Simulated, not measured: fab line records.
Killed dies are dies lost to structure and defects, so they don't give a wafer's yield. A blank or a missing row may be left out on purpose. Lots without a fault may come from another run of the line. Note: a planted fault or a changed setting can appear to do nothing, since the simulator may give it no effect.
2 desks, one fault || flow gf180mcu || what lay behind the numbers comes last; until then each desk has only its own

TOOL OWNER'S DESK, krf-scanner-02
The tool's own readings at GF_V4_EXPOSE_11 (exposes mask Via4, target cd 260 nm): means of the sampled wafers that have a number, for each lot that ran on this tool. A lot is out of limits, marked OUT, if its mean lies more than 4 standard deviations from the usual mean; the brackets give that distance.
Columns: A = reticle-temp-C at GF_V4_EXPOSE_11, usual 23.00 C
{"lot": "L904", "first seen here": "day 25 02:14", "A": 23.05}
{"lot": "L906", "first seen here": "day 25 06:28", "A": 23.04}
{"lot": "L908", "first seen here": "day 26 01:46", "A": 22.93}
{"lot": "L911", "first seen here": "day 26 20:43", "A": 23.11}
{"lot": "L912", "first seen here": "day 27 09:28", "A": 22.95}
{"lot": "L913", "first seen here": "day 27 12:34", "A": 22.91}
{"lot": "L914", "first seen here": "day 27 22:42", "A": 23.04}
{"lot": "L915", "first seen here": "day 28 08:26", "A": 22.97}
Result from this desk: across the 8 lots, nothing is out of limits.

AT THE METROLOGY DESK
What the gauges read for every lot (on any tool): the sampled wafers with a number, averaged. A lot is out of limits, marked OUT, if its mean lies more than 4 standard deviations from the usual mean; the brackets give that distance.
Columns: A = V3_OVL at GF_V3_OVL_MEAS_15, usual -4 nm; B = V4_CVD_02_THK at GF_V4_THK_MEAS_03, usual 848 nm; C = cd-nm at GF_V4_CD_MEAS_14, usual 260.1 nm
{"lot": "L902", "first seen here": "day 22 08:26", "A": 5, "B": 850, "C": 259.6}
{"lot": "L904", "first seen here": "day 23 13:38", "A": -10, "B": 846, "C": 260.3}
{"lot": "L906", "first seen here": "day 23 19:05", "A": -8, "B": 859, "C": 260.3}
{"lot": "L905", "first seen here": "day 24 00:00", "A": 0, "B": 844, "C": 260.0}
{"lot": "L908", "first seen here": "day 24 14:53", "A": 4, "B": 840, "C": 261.8}
{"lot": "L909", "first seen here": "day 25 00:53", "A": -12, "B": 847, "C": 261.2}
{"lot": "L911", "first seen here": "day 25 11:05", "A": -1, "B": 852, "C": 260.6}
{"lot": "L912", "first seen here": "day 25 23:35", "A": -7, "B": 854, "C": 261.0}
{"lot": "L913", "first seen here": "day 26 03:08", "A": -3, "B": 839, "C": 261.6}
{"lot": "L914", "first seen here": "day 26 14:08", "A": -7, "B": 844, "C": 262.4}
{"lot": "L915", "first seen here": "day 26 22:32", "A": -4, "B": 846, "C": 263.2}
{"lot": "L924", "first seen here": "day 29 09:32", "A": -8, "B": 841, "C": 260.0}
{"lot": "L925", "first seen here": "day 29 12:20", "A": -10, "B": 849, "C": 259.8}
Result from this desk: across the 13 lots, nothing is out of limits.

TAKEN TOGETHER
Nothing out of limits was seen by the tool owner's desk.
At the metrology desk, nothing out of limits was observed.

WHAT THE SIMULATOR HAD PUT IN
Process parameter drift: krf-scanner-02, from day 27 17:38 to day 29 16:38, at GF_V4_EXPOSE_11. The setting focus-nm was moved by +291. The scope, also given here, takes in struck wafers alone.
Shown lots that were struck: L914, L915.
